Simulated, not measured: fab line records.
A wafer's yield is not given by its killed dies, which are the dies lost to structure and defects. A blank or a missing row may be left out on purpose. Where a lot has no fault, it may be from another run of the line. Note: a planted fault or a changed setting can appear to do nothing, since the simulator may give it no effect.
Which tool is to blame? || flow gf180mcu || 17 wafers from 6 lots sampled at 2 of the route's 602 steps

## WHAT THE GAUGES SHOWED, per wafer
GF_HV_LDD_THK_MEAS_57.
{"lot": "L527", "measured": "day 12 22:29", "on": "film metro-04", "HV_LDD_CVD_56_THK (nm)": "90.2 90.5 91.0"}
{"lot": "L530", "measured": "day 14 03:33", "on": "film metro-01", "HV_LDD_CVD_56_THK (nm)": "87.4 88.2 87.4"}
{"lot": "L534", "measured": "day 15 14:13", "on": "film metro-01", "HV_LDD_CVD_56_THK (nm)": "89.9 89.4 88.8"}
{"lot": "L536", "measured": "day 16 05:17", "on": "film metro-01", "HV_LDD_CVD_56_THK (nm)": "89.5 88.5"}
{"lot": "L538", "measured": "day 16 21:10", "on": "film metro-01", "HV_LDD_CVD_56_THK (nm)": "90.5 90.1 89.8"}
{"lot": "L544", "measured": "day 18 23:40", "on": "film metro-03", "HV_LDD_CVD_56_THK (nm)": "128.4 128.7 127.8 128.5 128.6 127.6"}

## TOOL THAT RAN EACH LOT (tool first, then ch and the chambers of the sampled wafers, then the start)
{"lot": "L527", "GF_HV_LDD_CVD_56": "lpcvd-01 ch 1, day 12 21:03"}
{"lot": "L530", "GF_HV_LDD_CVD_56": "lpcvd-01 ch 0, day 14 02:06"}
{"lot": "L534", "GF_HV_LDD_CVD_56": "lpcvd-02 ch 1, day 15 12:47"}
{"lot": "L536", "GF_HV_LDD_CVD_56": "lpcvd-01 ch 1, day 16 03:51"}
{"lot": "L538", "GF_HV_LDD_CVD_56": "lpcvd-02 ch 1, day 16 19:45"}
{"lot": "L544", "GF_HV_LDD_CVD_56": "lpcvd-01 ch 0, day 18 22:14"}
- GF_HV_LDD_CVD_56: deposits Si3N4 from DCS/NH3, target thk 90 nm, time 1543 s.

## THE ANSWER, worked out from the rows above alone
Rule: the usual values come from the lots themselves. Put in order of their means at a reading, lots are off if they are a third of the lots or fewer, leave a main group of 4 or more, and stand apart from it by a gap of 3 or more times the standard deviation of the main group's means; of several such gaps the widest counts. A main group whose means are all the same, to the digits that the tables above print for the reading, isn't used. A lot without any number at a reading at which 4 lots or more have one is off too. Where the step has rows for the other lots, those lots are counted as sound.
Off: at GF_HV_LDD_THK_MEAS_57 (HV_LDD_CVD_56_THK), L544. Main group: mean 89.3 nm, sd 1.
If a tool, at a process step before that reading, ran all the lots that are off and no sound lot after the first of them, it fits. Gauges at GF_HV_LDD_THK_MEAS_57: tried the same way as those tools. 2 tools fit, lpcvd-01 at GF_HV_LDD_CVD_56 and film metro-03 at GF_HV_LDD_THK_MEAS_57, so this cannot tell which one it is.

## WHAT HAD BEEN PUT IN BY THE SIMULATOR
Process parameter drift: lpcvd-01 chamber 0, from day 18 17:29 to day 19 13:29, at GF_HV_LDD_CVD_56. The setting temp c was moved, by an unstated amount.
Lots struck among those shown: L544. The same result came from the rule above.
